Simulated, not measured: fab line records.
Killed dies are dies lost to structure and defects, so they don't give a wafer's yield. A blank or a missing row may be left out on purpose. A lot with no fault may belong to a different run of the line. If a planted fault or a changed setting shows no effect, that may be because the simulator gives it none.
fab line records | flow sky130
record lots=14 | wafers=42 | last-day=50
route steps=708 shown PWDE@84 VT_ADJUST_HVTP@92 VT_ADJUST_NCORE@130 VT_ADJUST_HVTR@137
lots untouched by any fault: they come from a run of this same line in which no faults occurred
start-h: start of the lot's first displayed wafer, in hours after the record's first day | wait-h: time in hours since the lot's previous step | " as in the row above | L1.1+2: a single row standing in for several wafers | - no value, or no start was given | * or withheld: withheld | < > ~ a bound
route shown NAME@n: a module of which the file shows steps, and the number in the route of the first | usual: mean/standard deviation of fault-free wafers | same: alike in all rows | chamber/n: place in a boat | sites: readings site by site | _std_site: the values' standard deviation | _edge_site: inner sites' mean taken away from outer sites' mean | radius-mm: how far each site lies from the wafer's centre | mask NAME#n: copy n | behind: tool/chamber where the wafer was last shaped | hold: why the lot went on hold/how many hours it stayed there/how the hold came to an end | device: the transistor (n, p or np) that didn't switch | end of line: the route-end tests of the same wafers | a step given without rows: its recipe and nothing more | killed: the dies lost at the first sort to structure and to defects; this is not the yield of the wafer | map: a wafer's dies, x killed, . not, _ none there
set.NAME: setting as actually run; set.NAME@STEP: the setting as run at that earlier step | model.NAME: the simulator's own value behind a step, which no gauge read
route steps across a sampled set of lots; one table per step, one row per wafer
## steps
# step SKY_NWELL_RS_MEAS_31
# recipe thk-meas-gauge=four-point-probe
# usual PWDE_RS=5270/22
lot.wafer | tool          | chamber | start-h | wait-h | PWDE_RS[ohm/sq]
L227.2    | film-metro-04 | -       | 109.98  | 0.1    | 5270
L227.3    | "             | -       | "       | "      | 5290
L227.6    | "             | -       | "       | "      | 5272
L228.3    | film-metro-04 | -       | 116.29  | 0.1    | 5251
L228.4    | "             | -       | "       | "      | 5249
L228.5    | "             | -       | "       | "      | 5244
L229.1    | film-metro-04 | -       | 118.41  | 0.1    | 5288
L229.3    | "             | -       | "       | "      | 5295
L229.4    | "             | -       | "       | "      | 5279
L230.1    | film-metro-04 | -       | 122.35  | 0.1    | 5269
L230.2    | "             | -       | "       | "      | 5272
L230.6    | "             | -       | "       | "      | 5268
L231.1    | film-metro-02 | -       | 132.75  | 0.1    | 5211
L231.3    | "             | -       | "       | "      | 5242
L231.4    | "             | -       | "       | "      | 5219
L232.2    | film-metro-01 | -       | 137.13  | 0.1    | 5283
L232.4    | "             | -       | "       | "      | 5248
L232.6    | "             | -       | "       | "      | 5250
L235.1    | film-metro-02 | -       | 149.31  | 0.1    | 5274
L235.3    | "             | -       | "       | "      | 5293
L235.5    | "             | -       | "       | "      | 5276
L236.1    | film-metro-04 | -       | 158.26  | 0.1    | 5278
L236.2    | "             | -       | "       | "      | 5282
L236.3    | "             | -       | "       | "      | 5276
L237.1    | film-metro-01 | -       | 164.11  | 0.1    | 5259
L237.2    | "             | -       | "       | "      | 5265
L237.4    | "             | -       | "       | "      | 5264
L238.2    | film-metro-02 | -       | 170.87  | 0.1    | 5218
L238.5    | "             | -       | "       | "      | 5232
L238.6    | "             | -       | "       | "      | 5219
L243.1    | film-metro-02 | -       | 201.51  | 0.1    | 5249
L243.2    | "             | -       | "       | "      | 5261
L243.4    | "             | -       | "       | "      | 5239
L244.2    | film-metro-01 | -       | 206.12  | 0.1    | 5294
L244.4    | "             | -       | "       | "      | 5295
L244.5    | "             | -       | "       | "      | 5288
L249.2    | film-metro-01 | -       | 234.03  | 0.1    | 5252
L249.3    | "             | -       | "       | "      | 5260
L249.4    | "             | -       | "       | "      | 5282
L250.2    | film-metro-02 | -       | 239.88  | 0.1    | 5277
L250.3    | "             | -       | "       | "      | 5273
L250.4    | "             | -       | "       | "      | 5285
# step SKY_VT_ADJUST_HVTP_CD_MEAS_07
# recipe target-cd-nm=380
# usual cd-nm=380.1/2.3
lot.wafer | tool      | chamber | start-h | wait-h | cd-nm
L227.2    | cd-sem-01 | -       | 128.29  | 0.1    | 376.8
L227.3    | "         | -       | "       | "      | 375.9
L227.6    | "         | -       | "       | "      | 376.8
L228.3    | cd-sem-01 | -       | 134.81  | 0.1    | 375.7
L228.4    | "         | -       | "       | "      | 377.4
L228.5    | "         | -       | "       | "      | 375.8
L229.1    | cd-sem-02 | -       | 136.87  | 0.1    | 383.3
L229.3    | "         | -       | "       | "      | 380.7
L229.4    | "         | -       | "       | "      | 384.3
L230.1    | cd-sem-01 | -       | 140.47  | 0.1    | 379.7
L230.2    | "         | -       | "       | "      | 380.7
L230.6    | "         | -       | "       | "      | 380.0
L231.1    | cd-sem-01 | -       | 151.97  | 0.1    | 380.1
L231.3    | "         | -       | "       | "      | 379.5
L231.4    | "         | -       | "       | "      | 380.1
L232.2    | cd-sem-01 | -       | 156.14  | 0.1    | 378.9
L232.4    | "         | -       | "       | "      | 379.5
L232.6    | "         | -       | "       | "      | 377.8
L235.1    | cd-sem-02 | -       | 169.52  | 0.1    | 378.1
L235.3    | "         | -       | "       | "      | 380.3
L235.5    | "         | -       | "       | "      | 379.0
L236.1    | cd-sem-02 | -       | 178.05  | 0.1    | 378.7
L236.2    | "         | -       | "       | "      | 372.8
L236.3    | "         | -       | "       | "      | 378.1
L237.1    | cd-sem-01 | -       | 184.57  | 0.1    | 381.7
L237.2    | "         | -       | "       | "      | 379.3
L237.4    | "         | -       | "       | "      | 378.7
L238.2    | cd-sem-02 | -       | 191.34  | 0.1    | 383.2
L238.5    | "         | -       | "       | "      | 384.4
L238.6    | "         | -       | "       | "      | 384.0
L243.1    | cd-sem-01 | -       | 222.22  | 0.1    | 383.9
L243.2    | "         | -       | "       | "      | 383.4
L243.4    | "         | -       | "       | "      | 382.2
L244.2    | cd-sem-01 | -       | 227.51  | 0.2    | 379.8
L244.4    | "         | -       | "       | "      | 379.5
L244.5    | "         | -       | "       | "      | 378.8
L249.2    | cd-sem-01 | -       | 257.92  | 0.1    | 380.0
L249.3    | "         | -       | "       | "      | 380.9
L249.4    | "         | -       | "       | "      | 382.1
L250.2    | cd-sem-02 | -       | 263.09  | 0.1    | 386.7
L250.3    | "         | -       | "       | "      | 382.7
L250.4    | "         | -       | "       | "      | 385.3
# step SKY_VT_ADJUST_NCORE_TW_MEAS_11
# usual VT_ADJUST_NCORE_TW=218.0/2.2
lot.wafer | tool          | chamber | start-h | wait-h | VT_ADJUST_NCORE_TW
L227.2    | film-metro-02 | -       | 188.88  | 0.1    | 218.6
L227.3    | "             | -       | "       | "      | 218.1
L227.6    | "             | -       | "       | "      | 218.5
L228.3    | film-metro-03 | -       | 196.74  | 0.1    | 216.5
L228.4    | "             | -       | "       | "      | 216.7
L228.5    | "             | -       | "       | "      | 215.3
L229.1    | film-metro-03 | -       | 198.46  | 0.1    | 215.9
L229.3    | "             | -       | "       | "      | 216.3
L229.4    | "             | -       | "       | "      | 215.1
L230.1    | film-metro-02 | -       | 203.22  | 0.1    | 220.6
L230.2    | "             | -       | "       | "      | 221.7
L230.6    | "             | -       | "       | "      | 220.7
L231.1    | film-metro-03 | -       | 215.28  | 0.1    | 214.6
L231.3    | "             | -       | "       | "      | 215.8
L231.4    | "             | -       | "       | "      | 217.0
L232.2    | film-metro-02 | -       | 220.69  | 0.1    | 219.1
L232.4    | "             | -       | "       | "      | 219.1
L232.6    | "             | -       | "       | "      | 220.2
L235.1    | film-metro-02 | -       | 234.64  | 0.1    | 219.9
L235.3    | "             | -       | "       | "      | 219.8
L235.5    | "             | -       | "       | "      | 219.9
L236.1    | film-metro-03 | -       | 245.18  | 0.1    | 215.7
L236.2    | "             | -       | "       | "      | 215.2
L236.3    | "             | -       | "       | "      | 215.2
L237.1    | film-metro-02 | -       | 251.92  | 0.1    | 219.7
L237.2    | "             | -       | "       | "      | 219.6
L237.4    | "             | -       | "       | "      | 221.1
L238.2    | film-metro-02 | -       | 259.23  | 0.1    | 220.2
L238.5    | "             | -       | "       | "      | 219.8
L238.6    | "             | -       | "       | "      | 220.4
L243.1    | film-metro-04 | -       | 294.33  | 0.1    | 217.5
L243.2    | "             | -       | "       | "      | 215.4
L243.4    | "             | -       | "       | "      | 218.8
L244.2    | film-metro-02 | -       | 300.47  | 0.1    | 219.0
L244.4    | "             | -       | "       | "      | 221.5
L244.5    | "             | -       | "       | "      | 221.7
L249.2    | film-metro-04 | -       | 335.19  | 0.1    | 217.1
L249.3    | "             | -       | "       | "      | 217.9
L249.4    | "             | -       | "       | "      | 218.9
L250.2    | film-metro-03 | -       | 340.38  | 0.1    | 216.6
L250.3    | "             | -       | "       | "      | 215.1
L250.4    | "             | -       | "       | "      | 215.3
# step SKY_VT_ADJUST_HVTR_DEVELOP_06
# recipe develop-time-s=60 | dev-temp-c=23
# usual chill-plate-temp-C=22.98/0.12
lot.wafer | tool           | chamber | start-h | wait-h | chill-plate-temp-C
L227.2    | litho-track-03 | 0       | 209.75  | 0.1    | 23.05
L227.3    | "              | 0       | "       | "      | 22.92
L227.6    | "              | 0       | "       | "      | 23.09
L228.3    | litho-track-03 | 0       | 217.47  | 0.1    | 23.10
L228.4    | "              | 0       | "       | "      | 23.01
L228.5    | "              | 0       | "       | "      | 23.10
L229.1    | litho-track-01 | 0       | 219.67  | 0.1    | 22.96
L229.3    | "              | 0       | "       | "      | 23.06
L229.4    | "              | 0       | "       | "      | 23.06
L230.1    | litho-track-01 | 0       | 225.07  | 0.1    | 22.85
L230.2    | "              | 0       | "       | "      | 22.81
L230.6    | "              | 0       | "       | "      | 23.02
L231.1    | litho-track-03 | 0       | 237.22  | 0.1    | 23.14
L231.3    | "              | 0       | "       | "      | 23.24
L231.4    | "              | 0       | "       | "      | 23.37
L232.2    | litho-track-02 | 0       | 243.64  | 0.1    | 22.87
L232.4    | "              | 0       | "       | "      | 22.81
L232.6    | "              | 0       | "       | "      | 23.12
L235.1    | litho-track-03 | 0       | 258.17  | 0.1    | 22.99
L235.3    | "              | 0       | "       | "      | 22.87
L235.5    | "              | 0       | "       | "      | 23.01
L236.1    | litho-track-01 | 0       | 268.82  | 0.1    | 23.18
L236.2    | "              | 0       | "       | "      | 23.11
L236.3    | "              | 0       | "       | "      | 23.02
L237.1    | litho-track-01 | 0       | 276.52  | 0.1    | 22.90
L237.2    | "              | 0       | "       | "      | 22.92
L237.4    | "              | 0       | "       | "      | 22.98
L238.2    | litho-track-03 | 0       | 283.10  | 0.1    | 23.25
L238.5    | "              | 0       | "       | "      | 22.97
L238.6    | "              | 0       | "       | "      | 23.08
L243.1    | litho-track-03 | 0       | 319.62  | 0.1    | 22.77
L243.2    | "              | 0       | "       | "      | 22.77
L243.4    | "              | 0       | "       | "      | 22.97
L244.2    | litho-track-03 | 0       | 325.90  | 0.1    | 23.26
L244.4    | "              | 0       | "       | "      | 23.17
L244.5    | "              | 0       | "       | "      | 23.11
L249.2    | litho-track-02 | 0       | 361.89  | 0.1    | 22.92
L249.3    | "              | 0       | "       | "      | 22.94
L249.4    | "              | 0       | "       | "      | 22.89
L250.2    | litho-track-03 | 0       | 367.35  | 0.1    | 23.04
L250.3    | "              | 0       | "       | "      | 22.89
L250.4    | "              | 0       | "       | "      | 23.03
# step SKY_VT_ADJUST_HVTR_CD_MEAS_07
# recipe target-cd-nm=380
# usual cd-nm=380.8/2.6
lot.wafer | tool      | chamber | start-h | wait-h | cd-nm
L227.2    | cd-sem-02 | -       | 209.89  | 0.1    | 384.3
L227.3    | "         | -       | "       | "      | 381.7
L227.6    | "         | -       | "       | "      | 382.2
L228.3    | cd-sem-01 | -       | 217.61  | 0.1    | 381.4
L228.4    | "         | -       | "       | "      | 380.6
L228.5    | "         | -       | "       | "      | 382.2
L229.1    | cd-sem-02 | -       | 219.82  | 0.1    | 379.2
L229.3    | "         | -       | "       | "      | 380.4
L229.4    | "         | -       | "       | "      | 379.5
L230.1    | cd-sem-01 | -       | 225.24  | 0.1    | 383.4
L230.2    | "         | -       | "       | "      | 381.7
L230.6    | "         | -       | "       | "      | 382.9
L231.1    | cd-sem-01 | -       | 237.37  | 0.1    | 377.4
L231.3    | "         | -       | "       | "      | 375.2
L231.4    | "         | -       | "       | "      | 376.2
L232.2    | cd-sem-02 | -       | 243.78  | 0.1    | 381.7
L232.4    | "         | -       | "       | "      | 383.1
L232.6    | "         | -       | "       | "      | 379.1
L235.1    | cd-sem-01 | -       | 258.32  | 0.1    | 381.3
L235.3    | "         | -       | "       | "      | 382.5
L235.5    | "         | -       | "       | "      | 382.2
L236.1    | cd-sem-02 | -       | 268.97  | 0.1    | -
L236.2    | "         | -       | "       | "      | 381.2
L236.3    | "         | -       | "       | "      | 382.3
L237.1    | cd-sem-02 | -       | 276.67  | 0.1    | -
L237.2    | "         | -       | "       | "      | 379.7
L237.4    | "         | -       | "       | "      | 379.6
L238.2    | cd-sem-02 | -       | 283.24  | 0.1    | 385.5
L238.5    | "         | -       | "       | "      | 385.1
L238.6    | "         | -       | "       | "      | 387.7
L243.1    | cd-sem-01 | -       | 319.77  | 0.1    | 381.8
L243.2    | "         | -       | "       | "      | 381.2
L243.4    | "         | -       | "       | "      | 383.1
L244.2    | cd-sem-01 | -       | 326.04  | 0.1    | 380.4
L244.4    | "         | -       | "       | "      | 381.8
L244.5    | "         | -       | "       | "      | 381.3
L249.2    | cd-sem-01 | -       | 362.03  | 0.1    | 380.0
L249.3    | "         | -       | "       | "      | 379.5
L249.4    | "         | -       | "       | "      | 377.7
L250.2    | cd-sem-02 | -       | 367.49  | 0.1    | 378.6
L250.3    | "         | -       | "       | "      | 381.8
L250.4    | "         | -       | "       | "      | 379.2
# step SKY_VT_ADJUST_HVTR_OVL_MEAS_08
# usual VT_ADJUST_HVTR_OVL=-0.9/1.3
lot.wafer | tool       | chamber | start-h | wait-h | VT_ADJUST_HVTR_OVL[nm]
L227.2    | overlay-01 | -       | 210.00  | 0.1    | -2.8
L227.3    | "          | -       | "       | "      | -1.9
L227.6    | "          | -       | "       | "      | -2.1
L228.3    | overlay-02 | -       | 217.70  | 0.1    | 0.9
L228.4    | "          | -       | "       | "      | 0.0
L228.5    | "          | -       | "       | "      | 0.7
L229.1    | overlay-01 | -       | 219.94  | 0.1    | -0.8
L229.3    | "          | -       | "       | "      | 0.3
L229.4    | "          | -       | "       | "      | -0.2
L230.1    | overlay-02 | -       | 225.36  | 0.1    | -1.0
L230.2    | "          | -       | "       | "      | -2.2
L230.6    | "          | -       | "       | "      | -3.5
L231.1    | overlay-02 | -       | 237.49  | 0.1    | 0.5
L231.3    | "          | -       | "       | "      | -0.9
L231.4    | "          | -       | "       | "      | 0.2
L232.2    | overlay-02 | -       | 243.89  | 0.1    | -0.6
L232.4    | "          | -       | "       | "      | -2.7
L232.6    | "          | -       | "       | "      | -2.0
L235.1    | overlay-02 | -       | 258.44  | 0.1    | -1.2
L235.3    | "          | -       | "       | "      | -0.9
L235.5    | "          | -       | "       | "      | -0.7
L236.1    | overlay-02 | -       | 269.09  | 0.1    | -
L236.2    | "          | -       | "       | "      | -1.7
L236.3    | "          | -       | "       | "      | -2.3
L237.1    | overlay-02 | -       | 276.79  | 0.1    | -
L237.2    | "          | -       | "       | "      | 0.6
L237.4    | "          | -       | "       | "      | 0.4
L238.2    | overlay-02 | -       | 283.35  | 0.1    | -3.4
L238.5    | "          | -       | "       | "      | -0.4
L238.6    | "          | -       | "       | "      | -0.8
L243.1    | overlay-02 | -       | 319.89  | 0.1    | -1.1
L243.2    | "          | -       | "       | "      | -1.1
L243.4    | "          | -       | "       | "      | -1.4
L244.2    | overlay-01 | -       | 326.15  | 0.1    | -4.2
L244.4    | "          | -       | "       | "      | -3.9
L244.5    | "          | -       | "       | "      | -2.3
L249.2    | overlay-01 | -       | 362.14  | 0.1    | -1.1
L249.3    | "          | -       | "       | "      | 0.9
L249.4    | "          | -       | "       | "      | -0.7
L250.2    | overlay-01 | -       | 367.60  | 0.1    | -1.1
L250.3    | "          | -       | "       | "      | -0.9
L250.4    | "          | -       | "       | "      | -0.9
# step SKY_VT_ADJUST_HVTR_TW_MEAS_11
# usual VT_ADJUST_HVTR_TW=209.7/2.4
lot.wafer | tool          | chamber | start-h | wait-h | VT_ADJUST_HVTR_TW
L227.2    | film-metro-01 | -       | 210.29  | 0.1    | 207.2
L227.3    | "             | -       | "       | "      | 206.6
L227.6    | "             | -       | "       | "      | 206.4
L228.3    | film-metro-01 | -       | 218.00  | 0.1    | 207.7
L228.4    | "             | -       | "       | "      | 207.3
L228.5    | "             | -       | "       | "      | 208.2
L229.1    | film-metro-01 | -       | 220.23  | 0.1    | 206.1
L229.3    | "             | -       | "       | "      | 206.9
L229.4    | "             | -       | "       | "      | 206.6
L230.1    | film-metro-01 | -       | 225.65  | 0.1    | 206.4
L230.2    | "             | -       | "       | "      | 207.3
L230.6    | "             | -       | "       | "      | 207.3
L231.1    | film-metro-02 | -       | 237.78  | 0.1    | 211.7
L231.3    | "             | -       | "       | "      | 212.0
L231.4    | "             | -       | "       | "      | 211.1
L232.2    | film-metro-01 | -       | 244.18  | 0.1    | 208.5
L232.4    | "             | -       | "       | "      | 208.1
L232.6    | "             | -       | "       | "      | 208.1
L235.1    | film-metro-01 | -       | 258.73  | 0.1    | 208.3
L235.3    | "             | -       | "       | "      | 207.5
L235.5    | "             | -       | "       | "      | 208.6
L236.1    | film-metro-01 | -       | 269.38  | 0.1    | 29.5
L236.2    | "             | -       | "       | "      | 207.6
L236.3    | "             | -       | "       | "      | 208.0
L237.1    | film-metro-02 | -       | 277.08  | 0.1    | 30.4
L237.2    | "             | -       | "       | "      | 213.2
L237.4    | "             | -       | "       | "      | 212.8
L238.2    | film-metro-02 | -       | 283.64  | 0.1    | 213.9
L238.5    | "             | -       | "       | "      | 212.2
L238.6    | "             | -       | "       | "      | 212.9
L243.1    | film-metro-04 | -       | 320.18  | 0.1    | 209.3
L243.2    | "             | -       | "       | "      | 209.6
L243.4    | "             | -       | "       | "      | 209.6
L244.2    | film-metro-01 | -       | 326.44  | 0.1    | 206.5
L244.4    | "             | -       | "       | "      | 205.8
L244.5    | "             | -       | "       | "      | 207.5
L249.2    | film-metro-02 | -       | 362.43  | 0.1    | 212.4
L249.3    | "             | -       | "       | "      | 213.5
L249.4    | "             | -       | "       | "      | 212.3
L250.2    | film-metro-01 | -       | 367.89  | 0.1    | 208.2
L250.3    | "             | -       | "       | "      | 206.8
L250.4    | "             | -       | "       | "      | 207.9
## key
first-sign step=SKY_VT_ADJUST_HVTR_CD_MEAS_07 | reading=cd-nm | direction=missing
effect step=SKY_VT_ADJUST_HVTR_OVL_MEAS_08 | reading=VT_ADJUST_HVTR_OVL | direction=missing
effect step=SKY_VT_ADJUST_HVTR_TW_MEAS_11 | reading=VT_ADJUST_HVTR_TW | direction=down | sigmas=74 | usual=209.7 | struck=29.9
met-at SKY_VT_ADJUST_HVTR_DEVELOP_06
struck-lots L236,L237
struck-wafers L236.1,L237.1
sort-left-out L236.1,L237.1
tester-left-out L236,L237
not-acting-at SKY_NWELL_RS_MEAS_31,SKY_VT_ADJUST_HVTP_CD_MEAS_07,SKY_VT_ADJUST_NCORE_TW_MEAS_11
onset-between 225.07 268.82
fault kind=process-parameter-drift | tool=litho-track-01 | chamber=- | onset-h=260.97 | steps=SKY_VT_ADJUST_HVTR_DEVELOP_06 | channel=develop-time-s | offset=* | shape=step | end-h=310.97 | scope=struck-wafers-only | acts-in=* | stated=*
# tester-left-out: of these lots the tester's yield and bins aren't shown, on N5 and GAA mostly nor the transistor test; their killed dies are dies lost to structure and defects alone, not to doping, threshold or leakage, so they don't give the yield
# sort-left-out: the simulated sort isn't trusted on such a fault, so these wafers' sort isn't shown, and their yield isn't known
